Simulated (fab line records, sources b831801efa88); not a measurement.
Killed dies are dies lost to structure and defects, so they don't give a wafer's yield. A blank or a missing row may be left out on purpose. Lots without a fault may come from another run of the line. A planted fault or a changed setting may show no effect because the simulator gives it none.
One fault seen from 2 desks | flow gf180mcu | each desk has only its own numbers; what lay behind them comes last

THE TOOL OWNER'S DESK: hdpcvd-02
The tool's own readings at GF_CONTACT_CVD_00 (deposits SiO2, target thk 300 nm, time 50 s): means of the sampled wafers that have a number, for each lot that ran on this tool. A lot is out of limits, marked OUT, if its mean lies more than 4 standard deviations from the usual mean; the brackets give that distance.
Columns: A = sih4_flow_sccm at GF_CONTACT_CVD_00, usual 60.00 sccm
lot  | first seen here | A
L698 | day 17 10:11    | 48.21 (-69) OUT
L699 | day 17 14:57    | 48.08 (-70) OUT
L707 | day 20 12:59    | 59.98
L709 | day 21 07:01    | 59.79
L712 | day 22 06:52    | 59.85
L713 | day 22 13:51    | 59.85
L714 | day 22 20:44    | 60.21
L715 | day 23 06:44    | 60.03
This desk's finding: out of limits on L698, L699; first on L698, day 17 10:11 (sih4_flow_sccm at GF_CONTACT_CVD_00). In limits: L707, L709, L712, L713, L714, L715.

THE METROLOGY DESK
What the gauges read, lot by lot, whatever tool the lot ran on: means of the sampled wafers that have a number. A lot is out of limits, marked OUT, if its mean lies more than 4 standard deviations from the usual mean; the brackets give that distance.
Columns: A = PSD_OVL at GF_PSD_OVL_MEAS_08, usual 0.3 nm; B = SAB_OVL at GF_SAB_OVL_MEAS_10, usual 0.2 nm; C = CONTACT_CVD_00_THK at GF_CONTACT_THK_MEAS_01, usual 301.2 nm
lot  | first seen here | A    | B    | C
L692 | day 14 14:03    | -0.7 | -0.6 | 300.5
L695 | day 15 12:42    | 2.4  | 0.8  | 297.9
L698 | day 16 09:31    | -0.9 | -2.3 | 240.1 (-21) OUT
L699 | day 16 14:43    | 0.1  | 1.3  | 242.8 (-20) OUT
L705 | day 18 21:11    | -0.7 | -0.1 | 301.5
L707 | day 19 11:27    | -2.8 | 1.8  | 301.3
L709 | day 20 05:47    | 1.3  | -2.2 | 295.7
L710 | day 20 11:23    | -0.3 | -0.1 | 301.8
L711 | day 21 00:57    | 1.9  | -2.3 | 301.5
L712 | day 21 05:43    | 0.9  | -1.6 | 301.9
L713 | day 21 12:49    | -0.5 | 0.9  | 304.1
L714 | day 21 20:02    | 0.7  | 1.4  | 298.3
L715 | day 22 05:40    | -0.1 | -0.5 | 301.3
This desk's finding: out of limits on L698, L699; first on L698, day 17 10:14 (CONTACT_CVD_00_THK at GF_CONTACT_THK_MEAS_01). In limits: L692, L695, L705, L707, L709, L710, L711, L712, L713, L714, L715.

PUT TOGETHER
The tool owner's desk could have raised an alarm at day 17 10:11, on L698, L699.
The metrology desk could have raised an alarm at day 17 10:14, on L698, L699.
Of the lots named, all ran GF_CONTACT_CVD_00 on hdpcvd-02.

WHAT THE SIMULATOR HAD PUT IN
Process parameter drift: hdpcvd-02, from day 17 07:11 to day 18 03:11, at GF_CONTACT_CVD_00. Setting sih4_flow_sccm, moved by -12, from 60. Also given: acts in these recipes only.
Lots struck among those shown: L698, L699.
Hours from the fault's start to each desk's first reading out of limits: the tool owner's desk, 3; the metrology desk, 3.
